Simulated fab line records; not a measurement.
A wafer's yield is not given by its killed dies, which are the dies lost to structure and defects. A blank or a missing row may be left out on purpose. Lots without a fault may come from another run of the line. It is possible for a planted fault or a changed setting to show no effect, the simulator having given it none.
fab line records ; flow sky130
[record] lots = 10; wafers = 30; last_day = 50
route steps=708 shown POLY_CUT@318 LI_CONTACT@382 LOCAL_INTERCONNECT@387 CONTACT@409 PAD_OPEN@708
lots untouched by any fault: they come from a run of this same line in which no faults occurred
start_h: start of the lot's first displayed wafer, in hours after the record's first day ; wait_h: hours elapsed since this lot's preceding step ; " identical to the entry in the row above ; L1.1+2: a single row standing in for several wafers ; - either no value or no given start ; * or withheld: withheld ; < > ~ a bound
route shown NAME@n: NAME is a module with steps in the file, n the number in the route of the first one ; usual: average and standard deviation across the fault-free wafers ; same: alike in all rows ; chamber/n: place in a boat ; sites: each site's reading ; _std_site: their standard deviation ; _edge_site: the outer-site mean with the inner-site mean subtracted ; radius_mm: for every site, how far away it sits from the centre of the wafer ; mask NAME#n: copy n ; behind: tool/chamber where the wafer was last shaped ; hold: cause of the lot's hold/its duration in hours/its outcome ; device: transistor that didn't switch, given as n, p or np ; end of line: the tests these same wafers got at the end of their route ; a step given without rows: its recipe and nothing more ; killed: the dies lost at the first sort to structure and to defects; this is not the yield of the wafer ; map: per-die view of a wafer (x killed, . not killed, _ where there is no die)
set.NAME: the setting the step ran with; set.NAME@STEP: the setting that earlier step ran with ; model.NAME: the simulator's own value behind a step, which no gauge read
steps of the route over a sample of lots; a table a step, a row a wafer
services: a tool's chamber out of use, with start hour (start_h, from the record's first day; less than 0 if before it), hours out, and reason
[[steps]]
[step SKY_POLY_CUT_ETCH_11]
[recipe] target = Si3N4; chemistry = CF4/CH2F2/Ar; stop_on = poly-Si; source_w = 600; bias_w = 150; pressure_mtorr = 40; cf4_flow_sccm = 40; ch2f2_flow_sccm = 20; Ar_flow_sccm = 150; time_s = 42.5; target_depth_a = 600
[usual] bias_w = 149.9/0.41; drypump_motor_current_A = 5.98/0.23; oes_product_au = 0.831/0.0063; rf_fwd_power_W = 594.1/2.5; throttle_valve_pct = 14.994/0.0097
[same] time_s = 42.5
lot.wafer;tool;chamber;start_h;wait_h;bias_w;drypump_motor_current_A;oes_product_au;rf_fwd_power_W;rf_hours_counter_h;throttle_valve_pct
L699.1;rie_diel-03;1;560.72;0.0;149.7;5.87;0.834;592.1;4;15.013
L699.3;rie_diel-03;0;560.72;0.0;150.3;5.86;0.832;596.4;6;14.985
L699.5;rie_diel-03;1;560.72;0.0;150.4;5.87;0.826;594.7;-;14.988
L702.1;rie_diel-03;2;583.01;0.0;150.0;6.08;0.837;596.0;0;14.992
L702.2;rie_diel-03;3;583.01;0.0;150.0;5.95;0.833;593.2;7;14.966
L702.5;rie_diel-03;2;583.01;0.0;150.2;6.09;0.833;591.7;-;14.994
L703.1;rie_diel-04;0;599.41;0.0;149.5;5.56;0.832;593.1;21;15.005
L703.2;rie_diel-04;1;599.41;0.0;149.5;6.05;0.828;594.5;35;15.014
L703.3;rie_diel-04;2;599.41;0.0;150.4;6.27;0.834;593.0;14;14.999
L704.1;rie_diel-01;3;622.42;0.0;150.3;5.92;0.834;594.4;2;14.990
L704.2;rie_diel-01;1;622.42;0.0;149.5;6.38;0.839;591.5;48;14.984
L704.6;rie_diel-01;1;622.42;0.0;149.7;6.39;0.826;594.2;-;14.986
L706.3;rie_diel-04;3;627.92;0.0;150.6;6.20;0.820;598.1;8;14.988
L706.4;rie_diel-04;2;627.92;0.0;150.1;6.25;0.829;594.3;15;14.983
L706.6;rie_diel-04;0;627.92;0.0;150.7;5.52;0.838;598.1;-;14.984
L710.1;rie_diel-04;2;664.36;0.0;150.0;6.25;0.835;595.9;16;14.990
L710.5;rie_diel-04;2;664.36;0.0;149.7;6.26;0.833;595.6;-;14.991
L710.6;rie_diel-04;3;664.36;0.0;149.7;6.22;0.830;593.4;-;14.990
L712.1;rie_diel-03;1;673.92;0.0;150.3;5.83;0.819;595.6;6;14.985
L712.3;rie_diel-03;0;673.92;0.0;150.2;5.87;0.828;596.5;8;14.995
L712.4;rie_diel-03;2;673.92;0.0;150.4;6.10;0.823;593.0;1;14.982
L711.2;rie_diel-03;1;682.16;0.0;149.1;5.82;0.813;593.1;6;14.982
L711.4;rie_diel-03;0;682.16;0.0;149.8;5.86;0.817;592.3;9;15.004
L711.5;rie_diel-03;1;682.16;0.0;149.0;5.89;0.826;592.3;-;14.995
L713.2;rie_diel-01;1;690.03;0.0;149.7;6.37;0.829;587.9;49;14.997
L713.3;rie_diel-01;0;690.03;0.0;149.8;6.11;0.833;594.0;3;14.983
L713.6;rie_diel-01;0;690.03;0.0;150.5;6.09;0.823;597.1;-;15.000
L720.2;rie_diel-03;0;736.36;0.0;150.2;5.87;0.831;593.2;9;14.994
L720.3;rie_diel-03;2;736.36;0.0;149.8;6.08;0.834;594.9;3;14.990
L720.4;rie_diel-03;3;736.36;0.0;149.4;5.95;0.829;594.2;10;14.992
[step SKY_LI_CONTACT_SPUTTER_20]
[recipe] material = TiN; target_thk_nm = 20; chamber_pressure_pa = 5; power_w = 4000; time_s = 80
[usual] throttle_valve_pct = 29.7/1.2
[same] time_s = 80
lot.wafer;tool;chamber;start_h;wait_h;throttle_valve_pct
L699.1;pvd_sputter-01;-;678.13;0.0;29.2
L699.3;pvd_sputter-01;-;678.13;0.0;31.1
L699.5;pvd_sputter-01;-;678.13;0.0;29.1
L702.1;pvd_sputter-04;-;699.97;0.0;28.9
L702.2;pvd_sputter-04;-;699.97;0.0;30.3
L702.5;pvd_sputter-04;-;699.97;0.0;31.2
L703.1;pvd_sputter-04;-;716.39;0.0;28.7
L703.2;pvd_sputter-04;-;716.39;0.0;28.2
L703.3;pvd_sputter-04;-;716.39;0.0;30.3
L704.1;pvd_sputter-01;-;737.96;0.0;31.5
L704.2;pvd_sputter-01;-;737.96;0.0;31.3
L704.6;pvd_sputter-01;-;737.96;0.0;29.4
L706.3;pvd_sputter-04;-;741.02;0.0;28.3
L706.4;pvd_sputter-04;-;741.02;0.0;28.7
L706.6;pvd_sputter-04;-;741.02;0.0;28.2
L710.1;pvd_sputter-02;-;776.59;0.0;30.5
L710.5;pvd_sputter-02;-;776.59;0.0;30.4
L710.6;pvd_sputter-02;-;776.59;0.0;28.8
L712.1;pvd_sputter-01;-;786.58;0.0;31.3
L712.3;pvd_sputter-01;-;786.58;0.0;28.5
L712.4;pvd_sputter-01;-;786.58;0.0;31.5
L711.2;pvd_sputter-04;-;794.03;0.0;31.4
L711.4;pvd_sputter-04;-;794.03;0.0;28.2
L711.5;pvd_sputter-04;-;794.03;0.0;30.4
L713.2;pvd_sputter-02;-;803.19;0.0;28.4
L713.3;pvd_sputter-02;-;803.19;0.0;30.4
L713.6;pvd_sputter-02;-;803.19;0.0;28.2
L720.2;pvd_sputter-01;-;849.43;0.0;28.9
L720.3;pvd_sputter-01;-;849.43;0.0;31.5
L720.4;pvd_sputter-01;-;849.43;0.0;29.4
[step SKY_LOCAL_INTERCONNECT_SPUTTER_00]
[recipe] material = TiN; target_thk_nm = 100; temp_c = 300; power_w = 6500; time_s = 83.3; chamber_pressure_pa = 0.4
[usual] throttle_valve_pct = 29.3/1.1
lot.wafer;tool;chamber;start_h;wait_h;throttle_valve_pct
L699.1;pvd_sputter-02;-;678.79;0.2;30.6
L699.3;pvd_sputter-02;-;678.79;0.2;30.2
L699.5;pvd_sputter-02;-;678.79;0.2;28.2
L702.1;pvd_sputter-03;-;700.64;0.2;28.5
L702.2;pvd_sputter-03;-;700.64;0.2;29.7
L702.5;pvd_sputter-03;-;700.64;0.2;30.2
L703.1;pvd_sputter-04;-;717.17;0.2;28.9
L703.2;pvd_sputter-04;-;717.17;0.2;31.6
L703.3;pvd_sputter-04;-;717.17;0.2;28.3
L704.1;pvd_sputter-04;-;738.63;0.1;30.5
L704.2;pvd_sputter-04;-;738.63;0.1;28.9
L704.6;pvd_sputter-04;-;738.63;0.1;28.3
L706.3;pvd_sputter-04;-;741.69;0.1;31.3
L706.4;pvd_sputter-04;-;741.69;0.1;29.2
L706.6;pvd_sputter-04;-;741.69;0.1;28.8
L710.1;pvd_sputter-04;-;777.26;0.2;30.3
L710.5;pvd_sputter-04;-;777.26;0.2;28.3
L710.6;pvd_sputter-04;-;777.26;0.2;31.4
L712.1;pvd_sputter-02;-;787.24;0.2;28.1
L712.3;pvd_sputter-02;-;787.24;0.2;30.5
L712.4;pvd_sputter-02;-;787.24;0.2;30.3
L711.2;pvd_sputter-02;-;794.69;0.2;30.5
L711.4;pvd_sputter-02;-;794.69;0.2;28.3
L711.5;pvd_sputter-02;-;794.69;0.2;28.1
L713.2;pvd_sputter-04;-;803.85;0.1;31.2
L713.3;pvd_sputter-04;-;803.85;0.1;28.5
L713.6;pvd_sputter-04;-;803.85;0.1;31.2
L720.2;pvd_sputter-02;-;850.26;0.1;28.7
L720.3;pvd_sputter-02;-;850.26;0.1;30.6
L720.4;pvd_sputter-02;-;850.26;0.1;28.1
[step SKY_LOCAL_INTERCONNECT_RS_MEAS_01]
[recipe] thk_meas_gauge = four-point-probe; reads = TiN_of_LOCAL_INTERCONNECT_SPUTTER_00
[usual] LOCAL_INTERCONNECT_TIN_RS = 14.11/0.17
lot.wafer;tool;chamber;start_h;wait_h;LOCAL_INTERCONNECT_TIN_RS[ohm/sq]
L699.1;film_metro-04;-;678.86;0.0;13.92
L699.3;film_metro-04;-;678.86;0.0;13.79
L699.5;film_metro-04;-;678.86;0.0;13.95
L702.1;film_metro-03;-;700.70;0.0;14.19
L702.2;film_metro-03;-;700.70;0.0;14.06
L702.5;film_metro-03;-;700.70;0.0;14.16
L703.1;film_metro-02;-;717.24;0.0;14.31
L703.2;film_metro-02;-;717.24;0.0;14.28
L703.3;film_metro-02;-;717.24;0.0;14.18
L704.1;film_metro-04;-;738.69;0.0;13.96
L704.2;film_metro-04;-;738.69;0.0;14.18
L704.6;film_metro-04;-;738.69;0.0;14.03
L706.3;film_metro-03;-;741.79;0.1;14.18
L706.4;film_metro-03;-;741.79;0.1;14.39
L706.6;film_metro-03;-;741.79;0.1;14.43
L710.1;film_metro-03;-;777.32;0.0;14.13
L710.5;film_metro-03;-;777.32;0.0;17.10
L710.6;film_metro-03;-;777.32;0.0;14.19
L712.1;film_metro-03;-;787.31;0.0;13.76
L712.3;film_metro-03;-;787.31;0.0;13.78
L712.4;film_metro-03;-;787.31;0.0;13.67
L711.2;film_metro-02;-;794.78;0.1;14.03
L711.4;film_metro-02;-;794.78;0.1;14.01
L711.5;film_metro-02;-;794.78;0.1;14.12
L713.2;film_metro-03;-;803.94;0.1;14.19
L713.3;film_metro-03;-;803.94;0.1;16.96
L713.6;film_metro-03;-;803.94;0.1;14.13
L720.2;film_metro-02;-;850.34;0.1;14.16
L720.3;film_metro-02;-;850.34;0.1;13.91
L720.4;film_metro-02;-;850.34;0.1;14.13
[step SKY_LOCAL_INTERCONNECT_THK_MEAS_02]
[recipe] thk_meas_gauge = xrf; reads = TiN_of_LOCAL_INTERCONNECT_SPUTTER_00
[usual] LOCAL_INTERCONNECT_TIN_THK = 99.7/1.3
lot.wafer;tool;chamber;start_h;wait_h;LOCAL_INTERCONNECT_TIN_THK[nm]
L699.1;film_metro-04;-;678.98;0.1;100.5
L699.3;film_metro-04;-;678.98;0.1;101.4
L699.5;film_metro-04;-;678.98;0.1;100.4
L702.1;film_metro-03;-;700.82;0.1;99.2
L702.2;film_metro-03;-;700.82;0.1;100.0
L702.5;film_metro-03;-;700.82;0.1;99.3
L703.1;film_metro-02;-;717.36;0.1;98.0
L703.2;film_metro-02;-;717.36;0.1;98.3
L703.3;film_metro-02;-;717.36;0.1;99.2
L704.1;film_metro-04;-;738.81;0.1;99.8
L704.2;film_metro-04;-;738.81;0.1;98.5
L704.6;film_metro-04;-;738.81;0.1;99.6
L706.3;film_metro-03;-;741.89;0.1;99.8
L706.4;film_metro-03;-;741.89;0.1;98.4
L706.6;film_metro-03;-;741.89;0.1;98.0
L710.1;film_metro-03;-;777.44;0.1;100.8
L710.5;film_metro-03;-;777.44;0.1;83.7
L710.6;film_metro-03;-;777.44;0.1;100.9
L712.1;film_metro-03;-;787.43;0.1;103.5
L712.3;film_metro-03;-;787.43;0.1;103.1
L712.4;film_metro-03;-;787.43;0.1;103.5
L711.2;film_metro-02;-;794.89;0.1;99.7
L711.4;film_metro-02;-;794.89;0.1;99.8
L711.5;film_metro-02;-;794.89;0.1;99.7
L713.2;film_metro-03;-;804.05;0.1;99.3
L713.3;film_metro-03;-;804.05;0.1;84.1
L713.6;film_metro-03;-;804.05;0.1;100.0
L720.2;film_metro-02;-;850.45;0.1;99.2
L720.3;film_metro-02;-;850.45;0.1;100.9
L720.4;film_metro-02;-;850.45;0.1;99.5
[step SKY_LOCAL_INTERCONNECT_METAL_ETCH_14]
[recipe] target_depth_nm = 110; stop_on = PSG; chemistry = Cl2/BCl3; target = TiN; resist_sidewall_deg = 88; pressure_mtorr = 10; icp_w = 900; bias_w = 48.5; Cl2_flow_sccm = 60; bcl3_flow_sccm = 30; time_s = 31.4
[usual] bias_w = 48.52/0.15; drypump_motor_current_A = 5.9/0.44; oes_product_au = 0.942/0.008; rf_fwd_power_W = 888/3.7; throttle_valve_pct = 21.900/0.0099
[same] time_s = 31.4
lot.wafer;tool;chamber;start_h;wait_h;bias_w;drypump_motor_current_A;oes_product_au;rf_fwd_power_W;rf_hours_counter_h;throttle_valve_pct
L699.1;rie_metal-01;0;707.03;0.0;48.70;5.7;0.951;888;1;21.916
L699.3;rie_metal-01;0;707.03;0.0;48.51;5.8;0.962;891;-;21.883
L699.5;rie_metal-01;0;707.03;0.0;48.45;5.7;0.949;888;-;21.912
L702.1;rie_metal-02;1;728.84;0.0;48.54;5.9;0.940;887;1;21.906
L702.2;rie_metal-02;0;728.84;0.0;48.71;6.2;0.947;883;12;21.899
L702.5;rie_metal-02;1;728.84;0.0;48.53;5.8;0.936;888;-;21.910
L703.1;rie_metal-01;0;745.92;0.0;48.51;5.7;0.936;890;3;21.896
L703.2;rie_metal-01;1;745.92;0.0;48.43;6.0;0.931;891;9;21.915
L703.3;rie_metal-01;0;745.92;0.0;48.38;5.7;0.946;889;-;21.902
L704.1;rie_metal-02;1;765.77;0.0;48.18;5.9;0.942;891;2;21.911
L704.2;rie_metal-02;0;765.77;0.0;48.86;6.2;0.936;884;14;21.903
L704.6;rie_metal-02;0;765.77;0.0;48.58;6.2;0.945;885;-;21.891
L706.3;rie_metal-02;0;768.39;0.0;48.82;6.2;0.938;885;-;21.893
L706.4;rie_metal-02;1;768.39;0.0;48.72;5.9;0.928;888;-;21.914
L706.6;rie_metal-02;1;768.39;0.0;48.69;5.9;0.927;886;-;21.877
L710.1;rie_metal-04;0;804.99;0.0;48.37;5.0;0.947;883;7;21.895
L710.5;rie_metal-04;0;804.99;0.0;48.50;5.0;0.849;881;-;21.960
L710.6;rie_metal-04;1;804.99;0.0;48.46;6.6;0.946;892;-;21.906
L712.1;rie_metal-04;1;814.77;0.0;48.65;6.5;0.951;892;1;21.897
L712.3;rie_metal-04;0;814.77;0.0;48.45;5.0;0.951;884;-;21.891
L712.4;rie_metal-04;1;814.77;0.0;48.46;6.5;0.961;890;-;21.870
L711.2;rie_metal-01;0;821.82;0.0;48.48;5.8;0.944;890;4;21.895
L711.4;rie_metal-01;0;821.82;0.0;48.41;5.7;0.940;891;-;21.899
L711.5;rie_metal-01;0;821.82;0.0;48.34;5.7;0.937;890;-;21.886
L713.2;rie_metal-01;0;830.09;0.0;48.47;5.7;0.939;892;5;21.892
L713.3;rie_metal-01;0;830.09;0.0;48.44;5.8;0.853;894;-;21.946
L713.6;rie_metal-01;1;830.09;0.0;48.67;6.0;0.941;889;-;21.907
L720.2;rie_metal-04;0;876.63;0.0;48.49;5.0;0.935;894;10;21.905
L720.3;rie_metal-04;0;876.63;0.0;48.64;5.0;0.953;891;-;21.886
L720.4;rie_metal-04;1;876.63;0.0;48.27;6.5;0.945;891;-;21.897
[step SKY_CONTACT_THK_MEAS_03]
[recipe] reads = SiO2_of_CONTACT_HDPCVD_02
[usual] CONTACT_HDPCVD_THK = 576/5.5
lot.wafer;tool;chamber;start_h;wait_h;CONTACT_HDPCVD_THK[nm]
L699.1;film_metro-02;-;707.83;0.0;585
L699.3;film_metro-02;-;707.83;0.0;577
L699.5;film_metro-02;-;707.83;0.0;580
L702.1;film_metro-02;-;729.72;0.1;585
L702.2;film_metro-02;-;729.72;0.1;580
L702.5;film_metro-02;-;729.72;0.1;574
L703.1;film_metro-01;-;746.73;0.0;574
L703.2;film_metro-01;-;746.73;0.0;576
L703.3;film_metro-01;-;746.73;0.0;579
L704.1;film_metro-01;-;766.58;0.0;576
L704.2;film_metro-01;-;766.58;0.0;569
L704.6;film_metro-01;-;766.58;0.0;576
L706.3;film_metro-02;-;769.20;0.1;576
L706.4;film_metro-02;-;769.20;0.1;584
L706.6;film_metro-02;-;769.20;0.1;569
L710.1;film_metro-04;-;805.80;0.0;576
L710.5;film_metro-04;-;805.80;0.0;576
L710.6;film_metro-04;-;805.80;0.0;570
L712.1;film_metro-02;-;815.58;0.0;578
L712.3;film_metro-02;-;815.58;0.0;564
L712.4;film_metro-02;-;815.58;0.0;569
L711.2;film_metro-02;-;822.67;0.0;575
L711.4;film_metro-02;-;822.67;0.0;565
L711.5;film_metro-02;-;822.67;0.0;570
L713.2;film_metro-01;-;830.92;0.0;577
L713.3;film_metro-01;-;830.92;0.0;581
L713.6;film_metro-01;-;830.92;0.0;575
L720.2;film_metro-01;-;877.57;0.0;572
L720.3;film_metro-01;-;877.57;0.0;579
L720.4;film_metro-01;-;877.57;0.0;583
[step SKY_PAD_OPEN_PROBE_99]
[usual] killed_at_M0_to_M3 = 44/6.5; killed_at_M4_up = 3.0/1.5; killed_at_contacts = 25/5.1; killed_at_front_end = 14/4.1; killed_at_other = 0.3/0.57; killed_dies = 87/9.5; killed_open = 48/6.8; killed_short = 39/6.2
[same] gross_dies = 492; killed_at_back_side = 0
lot.wafer;tool;chamber;start_h;wait_h;killed_at_M0_to_M3;killed_at_M4_up;killed_at_contacts;killed_at_front_end;killed_at_other;killed_dies;killed_open;killed_short
L704.2;prober-02;-;1122.44;0.1;50;0;27;12;0;89;61;28
L712.1;prober-02;-;1159.24;0.1;48;3;24;16;0;91;44;47
L712.3;prober-02;-;1159.34;0.2;42;1;21;14;0;78;45;33
L712.4;prober-02;-;1159.39;0.2;52;3;32;13;0;100;65;35
L713.2;prober-02;-;1164.81;0.1;46;1;28;15;0;90;58;32
L713.3;prober-02;-;1164.86;0.2;45;4;26;16;1;92;46;46
L713.6;prober-02;-;1165.01;0.2;57;6;20;21;0;104;54;50
// killed by level:class
L704.2 VIA1:geometric_particle:open=17 CONTACT:geometric_particle:open=11 VIA2:geometric_particle:open=9 VIA3:geometric_particle:open=7 LI_CONTACT:geometric_particle:open=6 CONTACT:geometric_particle:short=5 VIA1:geometric_particle:short=4 METAL2:geometric_particle:short=4
L712.1 VIA3:geometric_particle:open=9 CONTACT:geometric_particle:open=9 VIA1:geometric_particle:open=7 METAL2:geometric_particle:short=7 VIA2:geometric_particle:open=6 LI_CONTACT:geometric_particle:open=5 LOCAL_INTERCONNECT:geometric_particle:short=5 VIA3:geometric_particle:short=5
L712.3 CONTACT:geometric_particle:open=12 VIA1:geometric_particle:open=10 METAL2:geometric_particle:short=8 VIA2:geometric_particle:open=6 METAL1:geometric_particle:short=6 POLY_GATE:geometric_particle:open=4 LI_CONTACT:geometric_particle:open=4 VIA1:geometric_particle:short=3
L712.4 VIA1:geometric_particle:open=16 CONTACT:geometric_particle:open=12 VIA3:geometric_particle:open=11 LI_CONTACT:geometric_particle:open=8 VIA2:geometric_particle:open=6 VIA1:geometric_particle:short=5 FIELD_ISO:geometric_particle:open=4 LI_CONTACT:geometric_particle:short=4
L713.2 VIA3:geometric_particle:open=11 CONTACT:geometric_particle:open=11 VIA2:geometric_particle:open=9 POLY_GATE:geometric_particle:open=7 VIA1:geometric_particle:open=7 CONTACT:geometric_particle:short=5 METAL2:geometric_particle:short=5 LI_CONTACT:geometric_particle:short=4
L713.3 VIA1:geometric_particle:open=11 CONTACT:geometric_particle:open=10 LOCAL_INTERCONNECT:geometric_particle:short=8 VIA3:geometric_particle:open=7 VIA2:geometric_particle:open=6 FIELD_ISO:geometric_particle:short=5 METAL1:geometric_particle:short=5 CONTACT:geometric_particle:short=5
L713.6 VIA1:geometric_particle:open=12 CONTACT:geometric_particle:open=9 VIA1:geometric_particle:short=9 VIA2:geometric_particle:open=8 FIELD_ISO:geometric_particle:open=7 CONTACT:geometric_particle:short=7 FIELD_ISO:geometric_particle:short=6 METAL1:geometric_particle:short=6
[[services]]
tool;chamber;start_h;hours;kind
pvd_sputter-01;-;553.19;0.8;repair
rie_metal-01;-;576.34;2.8;pm
rie_diel-04;-;591.99;2.8;pm
pvd_sputter-04;-;593.92;7.4;repair
rie_metal-04;0;616.32;6.6;repair
rie_diel-04;-;625.33;0.1;repair
rie_diel-03;1;632.79;7.3;repair
pvd_sputter-04;-;668.82;1.5;repair
rie_diel-04;3;674.69;4.8;repair
rie_diel-03;1;685.36;4.6;repair
rie_diel-03;2;748.33;9.4;repair
rie_diel-03;1;757.19;3.6;repair
rie_metal-01;-;759.48;14.6;pm
pvd_sputter-01;-;772.95;3.6;repair
rie_diel-03;-;787.91;1.1;repair
rie_metal-01;-;802.96;15.6;pm
pvd_sputter-01;-;807.42;6.8;repair
rie_diel-03;0;811.39;5.6;repair
pvd_sputter-04;-;825.80;2.9;repair
rie_metal-01;1;831.32;18.4;repair
rie_diel-03;0;865.09;4.3;repair
rie_diel-03;2;869.54;1.7;repair
rie_diel-03;-;869.75;2.8;pm
pvd_sputter-02;-;873.42;7.8;repair
[[key]]
[first_sign] step = SKY_LOCAL_INTERCONNECT_RS_MEAS_01; reading = LOCAL_INTERCONNECT_TIN_RS; direction = up; sigmas = 17; usual = 14.11; struck = 17.03
[effect] step = SKY_LOCAL_INTERCONNECT_THK_MEAS_02; reading = LOCAL_INTERCONNECT_TIN_THK; direction = down; sigmas = 12; usual = 99.7; struck = 83.9
[effect] step = SKY_LOCAL_INTERCONNECT_METAL_ETCH_14; reading = oes_product_au; direction = down; sigmas = 11; usual = 0.942; struck = 0.851
met_at SKY_LOCAL_INTERCONNECT_SPUTTER_00
struck_lots L710,L713
struck_wafers L710.5,L713.3
tester_left_out L710,L713
not_acting_at SKY_POLY_CUT_ETCH_11,SKY_LI_CONTACT_SPUTTER_20,SKY_CONTACT_THK_MEAS_03
onset_between 738.63 777.26
[fault] kind = process_parameter_drift; tool = pvd_sputter-04; chamber = -; onset_h = 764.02; steps = SKY_LOCAL_INTERCONNECT_SPUTTER_00; channel = time_s; offset = *; shape = step; end_h = 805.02; acts_in = *; stated = *; scope = struck_wafers_only
// tester_left_out: of these lots the tester's yield and bins aren't shown, on N5 and GAA mostly nor the transistor test; their killed dies are dies lost to structure and defects alone, not to doping, threshold or leakage, so they don't give the yield
